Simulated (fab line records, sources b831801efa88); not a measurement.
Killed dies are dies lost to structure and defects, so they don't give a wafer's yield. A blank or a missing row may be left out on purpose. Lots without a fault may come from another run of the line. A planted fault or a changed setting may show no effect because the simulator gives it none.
fab line records | flow sky130
record lots=5 wafers=15 last_day=49
route steps=708 shown VIA3@587 METAL4@598 PAD_OPEN@708
lots that met no fault: from a run of the same line without faults
start_h: hours from the record's first day to the start of the lot's first wafer shown | wait_h: hours since the lot's step before | " the same as in the row above | L1.1+2: a row that stands for several wafers | - no value, or no start given | * or withheld: withheld | < > ~ a bound
route shown NAME@n: a module of which the file shows steps, and the number in the route of the first | usual: mean/standard deviation of fault-free wafers | same: alike in all rows | chamber/n: place in a boat | sites: the reading at each site | _std_site: their standard deviation | _edge_site: outer sites' mean less inner sites' | radius_mm: how far each site lies from the wafer's centre | mask NAME#n: copy n | behind: the tool/chamber that last shaped the wafer | hold: why the lot was held/for how many hours/how that ended | device: the transistor (n, p or np) that didn't switch | end of line: the same wafers' tests at the end of the route | a step without rows: its recipe alone | killed: dies lost to structure and defects at the first sort, not the wafer's yield | map: a wafer's dies, x killed, . not, _ none there
set.NAME: the setting as run; set.NAME@STEP: as run at that earlier step | model.NAME: the simulator's own value behind a step, which no gauge read
lots at some steps of the route; a table a step, a row a wafer
services: from which hour (start_h, from the record's first day; less than 0 if before it) a tool's chamber was out of use, for how many hours, and why
## steps
# step SKY_VIA3_ETCH_14
# recipe chemistry=N2/H2 target=BARC ion_energy_ev=200 source_w=500 bias_w=100 pressure_mtorr=30 n2_flow_sccm=100 h2_flow_sccm=200 stop_on=SiO2 time_s=45.9 target_depth_a=600
# usual chamber_pressure_mTorr=29.999/0.028 drypump_motor_current_A=5.8/0.5 oes_product_au=0.854/0.0042 throttle_valve_pct=13.224/0.0099
# columns lot.wafer tool chamber start_h wait_h chamber_pressure_mTorr drypump_motor_current_A oes_product_au rf_hours_counter_h throttle_valve_pct
L508.4 rie_diel-01 3 950.99 0.0 29.962 6.5 0.850 - 13.233
L508.5 " 0 " " 29.991 5.9 0.849 - 13.212
L508.6 " 2 " " 30.025 5.4 0.851 - 13.231
L512.1 rie_diel-02 2 977.39 0.0 30.001 5.9 0.856 22 13.221
L512.5 " 2 " " 29.996 5.9 0.857 - 13.224
L512.6 " 1 " " 30.014 6.0 0.859 - 13.231
L519.1 rie_diel-02 3 1025.79 0.0 30.066 5.6 0.852 10 13.219
L519.2 " 1 " " 29.978 6.0 0.853 8 13.217
L519.3 " 0 " " 29.959 6.0 0.854 6 13.235
L521.1 rie_diel-01 2 1047.30 0.0 29.991 5.4 0.857 24 13.221
L521.5 " 1 " " 30.003 5.3 0.855 - 13.224
L521.6 " 2 " " 29.992 5.4 0.855 - 13.231
L525.2 rie_diel-02 1 1062.50 0.0 29.981 5.9 0.848 10 13.205
L525.3 " 0 " " 30.020 6.0 0.863 7 13.242
L525.4 " 2 " " 29.991 5.8 0.846 24 13.242
# step SKY_VIA3_ETCH_15
# recipe target=SiO2 chemistry=C4F8/O2/Ar target_depth_nm=507 stop_on=TiN mask_material=KrF-thick source_w=1500 bias_w=1200 pressure_mtorr=40 c4f8_flow_sccm=withheld O2_flow_sccm=6 Ar_flow_sccm=300 time_s=78
# step SKY_VIA3_STRIP_16
# recipe chemistry=O2/N2 power_w=1400 pressure_mtorr=1500 platen_temp_c=withheld o2_flow_sccm=3000 n2_flow_sccm=300 overash_fraction=0.5
# usual chamber_pressure_mTorr=1500.1/1.4 drypump_motor_current_A=5.52/0.24 oes_product_au=0.402/0.0047 strip_time_to_endpoint_s=4.133/0.028
# columns lot.wafer tool chamber start_h wait_h chamber_pressure_mTorr drypump_motor_current_A oes_product_au rf_hours_counter_h strip_time_to_endpoint_s
L508.4 plasma_asher-03 0 951.11 0.0 1498.8 5.20 0.399 - 4.104
L508.5 " 0 " " 1499.9 5.21 0.398 - 4.104
L508.6 " 1 " " 1502.0 5.91 0.397 - 4.111
L512.1 plasma_asher-02 1 977.49 0.0 1500.9 5.70 0.400 118 4.142
L512.5 " 0 " " 1500.6 5.39 0.410 - 4.113
L512.6 " 1 " " 1500.3 5.71 0.403 - 4.137
L519.1 plasma_asher-01 1 1025.89 0.0 1499.3 5.44 0.402 28 4.112
L519.2 " 0 " " 1501.3 5.50 0.407 28 4.149
L519.3 " 0 " " 1501.6 5.53 0.400 - 4.140
L521.1 plasma_asher-01 0 1047.41 0.0 1500.4 5.53 0.403 30 4.113
L521.5 " 1 " " 1498.5 5.42 0.404 - 4.167
L521.6 " 0 " " 1501.0 5.54 0.397 - 4.113
L525.2 plasma_asher-01 1 1062.60 0.0 1501.9 5.43 0.400 32 4.113
L525.3 " 0 " " 1500.3 5.54 0.396 - 4.142
L525.4 " 1 " " 1499.6 5.40 0.405 - 4.103
# step SKY_VIA3_STRIP_17
# recipe chemistry=post_etch_residue_remover time_s=1200 temp_c=72.5
# step SKY_VIA3_CLEAN_18
# recipe chemistry=IPA time_s=180 temp_c=25
# step SKY_VIA3_CLEAN_19
# recipe chemistry=O3/DIW dry=n2_spin
# step SKY_VIA3_SPUTTER_20
# recipe material=TiN target_thk_nm=20 chamber_pressure_pa=5 power_w=4000 time_s=80
# usual chamber_pressure_pa=4.999/0.0098 throttle_valve_pct=30.5/0.91
# columns lot.wafer tool chamber start_h wait_h chamber_pressure_pa throttle_valve_pct
L508.4 pvd_sputter-01 - 951.67 0.0 5.008 30.2
L508.5 " - " " 4.992 30.4
L508.6 " - " " 4.993 31.9
L512.1 pvd_sputter-04 - 978.09 0.0 5.001 30.5
L512.5 " - " " 4.993 30.2
L512.6 " - " " 4.993 29.5
L519.1 pvd_sputter-01 - 1026.48 0.0 5.010 30.1
L519.2 " - " " 5.011 30.0
L519.3 " - " " 4.986 30.2
L521.1 pvd_sputter-01 - 1048.00 0.0 5.001 30.4
L521.5 " - " " 4.980 30.2
L521.6 " - " " 5.014 30.0
L525.2 pvd_sputter-02 - 1063.20 0.0 4.997 29.3
L525.3 " - " " 4.984 30.0
L525.4 " - " " 4.996 30.1
# step SKY_VIA3_CVD_21
# recipe material=W target_thk_nm=390 time_s=117.31 temp_c=400 pressure_torr=40
# step SKY_VIA3_RS_MEAS_22
# recipe thk_meas_gauge=four-point-probe reads=W_of_VIA3_CVD_21+TiN_of_VIA3_SPUTTER_20
# usual VIA3_W_RS=0.293/0.0037
# columns lot.wafer tool chamber start_h wait_h VIA3_W_RS[ohm/sq]
L508.4 film_metro-04 - 951.91 0.1 0.293
L508.5 " - " " 0.292
L508.6 " - " " 0.294
L512.1 film_metro-02 - 978.27 0.1 0.296
L512.5 " - " " 0.297
L512.6 " - " " 0.293
L519.1 film_metro-02 - 1026.67 0.1 0.291
L519.2 " - " " 0.285
L519.3 " - " " 0.288
L521.1 film_metro-04 - 1048.19 0.1 0.297
L521.5 " - " " 0.296
L521.6 " - " " 0.294
L525.2 film_metro-03 - 1063.40 0.1 0.301
L525.3 " - " " 0.297
L525.4 " - " " 0.298
# step SKY_VIA3_THK_MEAS_23
# recipe thk_meas_gauge=xrf reads=W_of_VIA3_CVD_21
# usual VIA3_W_THK=405/7
# columns lot.wafer tool chamber start_h wait_h VIA3_W_THK[nm]
L508.4 film_metro-04 - 952.00 0.1 408
L508.5 " - " " 410
L508.6 " - " " 407
L512.1 film_metro-02 - 978.39 0.1 399
L512.5 " - " " 399
L512.6 " - " " 405
L519.1 film_metro-02 - 1026.79 0.1 413
L519.2 " - " " 424
L519.3 " - " " 421
L521.1 film_metro-04 - 1048.31 0.1 396
L521.5 " - " " 401
L521.6 " - " " 396
L525.2 film_metro-03 - 1063.51 0.1 388
L525.3 " - " " 398
L525.4 " - " " 397
# step SKY_VIA3_CMP_24
# recipe stop_on=SiO2 t_overpolish_s=20 down_force_psi=3.5 platen_rpm=60 target_thk_nm=0 pad_velocity_m_s=0.94248
# usual motor_current_A=10.8/0.79 overpolish_run_s=20.000/0.0094 retaining_ring_pressure_frac=1.001/0.0048 time_to_endpoint_s=98/3.5
# columns lot.wafer tool chamber start_h wait_h motor_current_A overpolish_run_s retaining_ring_pressure_frac time_to_endpoint_s
L508.4 cmp-01 1 952.03 0.0 11.8 20.004 0.992 100
L508.5 " 1 " " 12.1 19.998 0.996 100
L508.6 " 2 " " 10.6 20.000 1.008 101
L512.1 cmp-01 0 978.60 0.2 10.6 19.989 1.001 87
L512.5 " 1 " " 12.1 20.001 0.998 98
L512.6 " 2 " " 10.8 20.004 1.001 99
L519.1 cmp-01 0 1026.85 0.1 11.0 19.982 0.999 95
L519.3 " 1 " " 12.7 19.999 1.003 103
L519.2 " 2 " " 10.5 20.003 0.999 106
L521.1 cmp-02 3 1048.52 0.2 12.1 20.008 1.004 96
L521.5 " 0 " " 10.0 19.986 1.002 95
L521.6 " 1 " " 11.1 19.987 0.994 94
L525.2 cmp-01 2 1063.61 0.1 10.5 19.996 1.001 100
L525.4 " 3 " " 9.6 20.019 1.009 96
L525.3 " 0 " " 11.1 20.007 1.007 90
# step SKY_METAL4_SPUTTER_00
# recipe material=Ti target_thk_nm=15 power_w=3000 time_s=10 chamber_pressure_pa=0.4
# usual chamber_pressure_pa=0.4000/0.0007 throttle_valve_pct=30.5/0.75
# columns lot.wafer tool chamber start_h wait_h chamber_pressure_pa throttle_valve_pct
L508.4 pvd_sputter-04 - 952.33 0.2 0.3997 32.2
L508.5 " - " " 0.3993 30.6
L508.6 " - " " 0.4003 32.1
L512.1 pvd_sputter-02 - 978.75 0.1 0.3997 29.7
L512.5 " - " " 0.3985 29.9
L512.6 " - " " 0.4000 29.7
L519.1 pvd_sputter-02 - 1027.15 0.2 0.4010 29.4
L519.2 " - " " 0.3995 31.4
L519.3 " - " " 0.4005 29.8
L521.1 pvd_sputter-04 - 1048.67 0.1 0.3996 31.1
L521.5 " - " " 0.4005 30.2
L521.6 " - " " 0.3991 32.0
L525.2 pvd_sputter-03 - 1063.86 0.2 0.3986 30.3
L525.3 " - " " 0.3998 30.9
L525.4 " - " " 0.3993 30.6
# step SKY_METAL4_SPUTTER_01
# recipe material=TiN target_thk_nm=20 power_w=6500 time_s=16.7 chamber_pressure_pa=0.4
# usual chamber_pressure_pa=0.4000/0.00088 throttle_valve_pct=30.5/0.76
# columns lot.wafer tool chamber start_h wait_h chamber_pressure_pa throttle_valve_pct model.TiN_of_METAL4_SPUTTER_01.thk_nm
L508.4 pvd_sputter-04 - 952.36 0.0 0.4011 32.0 20.03
L508.5 " - " " 0.3997 30.2 20.12
L508.6 " - " " 0.4007 32.3 19.92
L512.1 pvd_sputter-02 - 978.77 0.0 0.3998 29.9 19.89
L512.5 " - " " 0.3991 29.5 19.51
L512.6 " - " " 0.3993 29.8 19.88
L519.1 pvd_sputter-02 - 1027.17 0.0 0.4013 29.5 19.63
L519.2 " - " " 0.4010 31.4 17.68
L519.3 " - " " 0.4007 30.0 17.57
L521.1 pvd_sputter-04 - 1048.69 0.0 0.4002 31.2 19.96
L521.5 " - " " 0.3985 30.2 19.65
L521.6 " - " " 0.4012 32.1 19.57
L525.2 pvd_sputter-03 - 1063.88 0.0 0.4010 30.3 20.11
L525.3 " - " " 0.4010 31.0 20.23
L525.4 " - " " 0.4009 30.3 20.12
# step SKY_METAL4_SPUTTER_02
# recipe material=AlCu target_thk_nm=735 power_w=10600 time_s=39.1 chamber_pressure_pa=0.4
# step SKY_PAD_OPEN_PROBE_99
# usual defect_limited_yield=82.3/1.9 killed_at_M0_to_M3=45/6.6 killed_at_M4_up=3.1/1.6 killed_at_contacts=24/5 killed_at_front_end=14/4.4 killed_at_other=0.3/0.58 killed_dies=87/9.2 killed_open=47/6.7 killed_short=40/6.4
# same gross_dies=492 killed_at_back_side=0
# columns lot.wafer tool chamber start_h wait_h defect_limited_yield[%] killed_at_M0_to_M3 killed_at_M4_up killed_at_contacts killed_at_front_end killed_at_other killed_dies killed_open killed_short
L508.4 prober-02 - 1096.06 0.2 84.1 49 1 16 11 1 78 39 39
L508.5 prober-02 - 1096.11 0.2 86.2 39 2 18 7 2 68 39 29
L508.6 prober-02 - 1096.16 0.2 85.6 33 2 23 12 1 71 34 37
L512.1 prober-02 - 1118.34 0.1 78.9 52 2 29 21 0 104 55 49
L512.5 prober-02 - 1118.54 0.2 81.3 54 7 25 6 0 92 54 38
L512.6 prober-02 - 1118.59 0.2 81.7 48 4 25 13 0 90 51 39
L521.1 prober-01 - 1171.35 0.1 82.7 43 3 17 22 0 85 45 40
L521.5 prober-01 - 1171.55 0.2 84.1 33 5 29 11 0 78 44 34
L521.6 prober-01 - 1171.60 0.2 79.7 40 2 38 20 0 100 52 48
L525.2 prober-02 - 1184.95 0.1 80.3 51 1 29 16 0 97 58 39
L525.3 prober-02 - 1185.00 0.2 81.7 49 4 22 15 0 90 60 30
L525.4 prober-02 - 1185.05 0.2 81.7 47 2 20 21 0 90 46 44
# killed by level:class
L508.4 VIA3:geometric_particle:open=10 VIA2:geometric_particle:short=9 VIA1:geometric_particle:open=8 METAL2:geometric_particle:short=5 CONTACT:geometric_particle:open=5 METAL1:geometric_particle:short=5 LI_CONTACT:geometric_particle:open=4 METAL1:geometric_particle:open=4
L508.5 VIA2:geometric_particle:open=11 VIA1:geometric_particle:open=7 LI_CONTACT:geometric_particle:open=6 LOCAL_INTERCONNECT:geometric_particle:short=4 METAL1:geometric_particle:short=4 METAL2:geometric_particle:short=4 VIA2:geometric_particle:short=4 VIA3:geometric_particle:open=4
L508.6 LI_CONTACT:geometric_particle:short=6 CONTACT:geometric_particle:short=6 VIA2:geometric_particle:open=6 VIA3:geometric_particle:open=6 CONTACT:geometric_particle:open=5 FIELD_ISO:geometric_particle:short=4 VIA1:geometric_particle:open=4 POLY_GATE:geometric_particle:open=3
L512.1 CONTACT:geometric_particle:open=13 VIA1:geometric_particle:open=10 VIA3:geometric_particle:short=8 VIA3:geometric_particle:open=8 POLY_GATE:geometric_particle:short=7 POLY_GATE:geometric_particle:open=7 METAL3:geometric_particle:short=6 LI_CONTACT:geometric_particle:open=6
L512.5 CONTACT:geometric_particle:open=11 VIA2:geometric_particle:open=11 VIA1:geometric_particle:open=10 VIA3:geometric_particle:open=6 VIA1:geometric_particle:short=6 LOCAL_INTERCONNECT:geometric_particle:short=5 LI_CONTACT:geometric_particle:open=5 METAL1:geometric_particle:short=5
L512.6 VIA1:geometric_particle:open=13 LI_CONTACT:geometric_particle:open=8 CONTACT:geometric_particle:open=8 METAL2:geometric_particle:short=8 POLY_GATE:geometric_particle:open=4 VIA2:geometric_particle:short=4 CONTACT:geometric_particle:short=4 VIA1:geometric_particle:short=4
L521.1 VIA3:geometric_particle:short=8 CONTACT:geometric_particle:open=8 VIA1:geometric_particle:short=8 POLY_GATE:geometric_particle:open=7 VIA2:geometric_particle:open=6 VIA1:geometric_particle:open=6 LI_CONTACT:geometric_particle:open=5 POLY_GATE:geometric_particle:short=4
L521.5 CONTACT:geometric_particle:open=9 LI_CONTACT:geometric_particle:open=7 CONTACT:geometric_particle:short=6 VIA3:geometric_particle:open=6 VIA1:geometric_particle:open=5 VIA2:geometric_particle:open=5 POLY_GATE:geometric_particle:short=4 LOCAL_INTERCONNECT:geometric_particle:short=4
L521.6 LI_CONTACT:geometric_particle:open=10 CONTACT:geometric_particle:open=10 LOCAL_INTERCONNECT:geometric_particle:short=8 VIA1:geometric_particle:open=8 METAL1:geometric_particle:short=7 CONTACT:geometric_particle:short=5 METAL2:geometric_particle:short=5 VIA2:geometric_particle:short=5
L525.2 VIA1:geometric_particle:open=16 CONTACT:geometric_particle:open=9 LI_CONTACT:geometric_particle:open=8 VIA2:geometric_particle:open=8 LOCAL_INTERCONNECT:geometric_particle:short=7 METAL2:geometric_particle:short=6 POLY_GATE:geometric_particle:open=6 VIA3:geometric_particle:open=6
L525.3 VIA1:geometric_particle:open=15 VIA3:geometric_particle:open=8 CONTACT:geometric_particle:open=8 LI_CONTACT:geometric_particle:open=7 VIA2:geometric_particle:open=7 FIELD_ISO:geometric_particle:open=5 FIELD_ISO:geometric_particle:short=4 CONTACT:geometric_particle:short=4
L525.4 VIA3:geometric_particle:open=11 LI_CONTACT:geometric_particle:open=8 METAL1:geometric_particle:short=8 METAL2:geometric_particle:short=7 VIA1:geometric_particle:open=6 FIELD_ISO:geometric_particle:open=5 POLY_GATE:geometric_particle:short=5 FIELD_ISO:geometric_particle:short=4
## services
# columns tool chamber start_h hours kind
pvd_sputter-02 - 927.37 2.5 repair
rie_diel-01 - 931.47 2.8 pm
rie_diel-02 1 938.60 4.0 repair
rie_diel-01 1 946.12 9.6 repair
pvd_sputter-01 - 957.34 0.5 repair
rie_diel-01 3 968.76 23.0 repair
cmp-02 - 968.88 4.3 repair
rie_diel-02 2 973.59 2.8 repair
pvd_sputter-04 3 977.00 - consumable_replace:kit
pvd_sputter-04 3 977.00 18.0 scheduled_down
pvd_sputter-04 3 977.00 18.0 vent_cycle
pvd_sputter-03 - 988.11 1.3 repair
plasma_asher-02 - 994.87 15.6 pm
rie_diel-01 0 996.04 - clean
rie_diel-01 0 996.04 27.4 scheduled_down
rie_diel-01 1 998.93 12.6 repair
pvd_sputter-01 1 1001.05 - consumable_replace:kit
pvd_sputter-01 1 1001.05 18.0 scheduled_down
pvd_sputter-01 1 1001.05 18.0 vent_cycle
pvd_sputter-01 - 1003.05 6.7 repair
cmp-01 - 1037.53 0.9 repair
plasma_asher-03 - 1041.45 12.4 repair
plasma_asher-02 - 1055.25 9.0 pm
rie_diel-02 2 1063.00 4.6 repair
## key
first_sign none at tools or gauges
model_effect step=SKY_METAL4_SPUTTER_01 value=TiN_of_METAL4_SPUTTER_01.thk_nm without=19.77 struck=17.62
met_at SKY_METAL4_SPUTTER_01
struck_wafers L519.2,L519.3
onset_between 978.77 1027.17
fault kind=process_parameter_drift tool=pvd_sputter-02 chamber=- onset_h=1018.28 steps=SKY_METAL4_SPUTTER_01 channel=time_s offset=* shape=step end_h=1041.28 scope=struck_wafers_only acts_in=* stated=*
